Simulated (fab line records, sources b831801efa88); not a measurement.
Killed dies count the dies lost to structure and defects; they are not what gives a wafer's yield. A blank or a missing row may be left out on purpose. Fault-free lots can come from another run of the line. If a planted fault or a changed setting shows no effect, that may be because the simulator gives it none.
Which tool is to blame?	flow gf180mcu	Sampling: 10 lots, 30 wafers, 5 of 602 route steps

WHAT THE GAUGES SHOWED, per wafer
GF_V2_THK_MEAS_03.
lot	measured	on	V2_CVD_02_THK (nm)
L946	day 19 09:52	film-metro-04	803 842 848
L948	day 20 07:04	film-metro-03	829 835 832
L949	day 20 19:21	film-metro-03	847 856 874
L950	day 21 02:03	film-metro-03	812 850 861
L951	day 21 17:43	film-metro-03	829 866 848
L953	day 22 18:43	film-metro-01	844 850 831
L954	day 23 00:28	film-metro-04	873 853 835
L960	day 24 20:31	film-metro-03	837 832 839
L961	day 25 01:19	film-metro-04	837 843 843
L964	day 26 03:42	film-metro-01	813 830 831

GF_V2_RS_MEAS_24: the measuring method here is four-point-probe.
lot	measured	on	V2_W_RS (ohm/sq)
L946	day 20 11:44	film-metro-03	0.328 0.332 0.331
L948	day 21 10:40	film-metro-01	0.324 0.329 0.325
L949	day 21 21:14	film-metro-04	0.332 0.331 0.328
L950	day 22 03:36	film-metro-04	0.323 0.322 0.326
L951	day 22 19:04	film-metro-03	0.321 0.327 0.324
L953	day 23 18:37	film-metro-01	0.326 0.333 0.331
L954	day 24 00:44	film-metro-04	0.324 0.321 0.327
L960	day 25 20:10	film-metro-03	0.390 0.392 0.391
L961	day 26 00:46	film-metro-04	0.396 0.386 0.384
L964	day 27 01:58	film-metro-03	0.336 0.323 0.325

GF_V2_THK_MEAS_25: measures by xrf.
lot	measured	on	V2_W_THK (nm)
L946	day 20 11:51	film-metro-03	334 330 331
L948	day 21 10:46	film-metro-01	347 343 347
L949	day 21 21:20	film-metro-04	336 337 338
L950	day 22 03:43	film-metro-04	345 345 342
L951	day 22 19:10	film-metro-03	338 332 337
L953	day 23 18:44	film-metro-01	344 334 337
L954	day 24 00:49	film-metro-04	347 348 342
L960	day 25 20:16	film-metro-03	288 288 289
L961	day 26 00:53	film-metro-04	290 300 299
L964	day 27 02:05	film-metro-03	325 340 336

EACH LOT AND THE TOOL THAT RAN IT (in order: tool; ch and the chambers of the sampled wafers; start)
lot	GF_V2_STRIP_18	GF_V2_CVD_23
L946	plasma-asher-02 ch 0,1, day 20 10:58	cvd-w-02 ch 0,1, day 20 11:37
L948	plasma-asher-01 ch 0,1, day 21 09:48	cvd-w-01 ch 0,1, day 21 10:26
L949	plasma-asher-01 ch 0,1, day 21 20:21	cvd-w-02 ch 0, day 21 21:01
L950	plasma-asher-01 ch 0,1, day 22 02:52	cvd-w-01 ch 0,1, day 22 03:29
L951	plasma-asher-04 ch 0,1, day 22 18:14	cvd-w-01 ch 0,1, day 22 18:56
L953	plasma-asher-02 ch 0,1, day 23 17:52	cvd-w-02 ch 0,1, day 23 18:30
L954	plasma-asher-02 ch 0,1, day 23 23:57	cvd-w-02 ch 0,1, day 24 00:35
L960	plasma-asher-04 ch 0,1, day 25 19:24	cvd-w-01 ch 0,1, day 25 20:02
L961	plasma-asher-02 ch 0,1, day 26 00:01	cvd-w-01 ch 0,1, day 26 00:39
L964	plasma-asher-02 ch 0,1, day 27 01:13	cvd-w-02 ch 0,1, day 27 01:51
- GF_V2_STRIP_18: strips in O2/N2.
- GF_V2_CVD_23: deposits W, target thk 350 nm, time 104.94 s.

AS READ BY THE TOOLS THEMSELVES (means over the sampled wafers that have a number; for cases with no such wafer, the mark the record gives instead)
GF_V2_STRIP_18.
lot	tool	chamber-pressure-mTorr (mTorr)	drypump-motor-current-A (A)	heater-power-w (W)	n2-flow-sccm (sccm)	oes-product-au (a.u.)
L946	plasma-asher-02	1500.4	5.53	303	300.9	0.595
L948	plasma-asher-01	1500.3	5.82	385	299.8	0.593
L949	plasma-asher-01	1500.8	5.79	383	299.8	0.592
L950	plasma-asher-01	1499.1	5.65	378	299.2	0.591
L951	plasma-asher-04	1500.7	5.03	313	300.8	0.594
L953	plasma-asher-02	1499.2	5.53	290	300.4	0.594
L954	plasma-asher-02	1499.8	5.52	292	300.0	0.588
L960	plasma-asher-04	1500.3	5.23	303	300.3	0.593
L961	plasma-asher-02	1500.2	5.52	297	300.5	0.589
L964	plasma-asher-02	1499.1	5.54	290	299.4	0.599

GF_V2_CVD_23.
lot	tool	heater-power-w (W)
L946	cvd-w-02	955
L948	cvd-w-01	818
L949	cvd-w-02	836
L950	cvd-w-01	818
L951	cvd-w-01	840
L953	cvd-w-02	967
L954	cvd-w-02	893
L960	cvd-w-01	842
L961	cvd-w-01	855
L964	cvd-w-02	907

THE ANSWER, worked out from the rows above alone
Rule: what is usual is taken from the lots themselves. Put in order of their means at a reading, lots are off if they are a third of the lots or fewer, leave a main group of 4 or more, and stand apart from it by a gap of 3 or more times the standard deviation of the main group's means; of several such gaps the widest counts. The tables above print the reading to a certain number of digits; a main group whose means all agree to those digits is not used. A lot without any number at a reading at which 4 lots or more have one is off too. All remaining lots with rows at the step are treated as sound. The gauges are gone through in route order, then the tools' own readings, and for those a lot's mean is taken as printed above. The first step at which some lot is off is used, and at that step the reading that is off furthest; a lot without a number counts as furthest.
Off: L960, L961, seen at GF_V2_RS_MEAS_24 (V2_W_RS). Main group: mean 0.327 ohm/sq, sd 0.0028.
If a tool, at a process step before that reading, ran all the lots that are off and no sound lot after the first of them, it fits. Gauges at GF_V2_RS_MEAS_24: tried the same way as those tools. One fits: GF_V2_CVD_23 on cvd-w-01. A fault onset in the window from L951 (day 22 18:56, its last sound lot) to L960 (day 25 20:02, its first lot off) fits.

WHAT THE SIMULATOR HAD PUT IN
Site profile drift: cvd-w-01, from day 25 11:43 on, at GF_V2_CVD_23. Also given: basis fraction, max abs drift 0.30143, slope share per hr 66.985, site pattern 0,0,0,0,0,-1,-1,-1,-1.
Lots struck among those shown: L960, L961. The rule above reached the same finding.
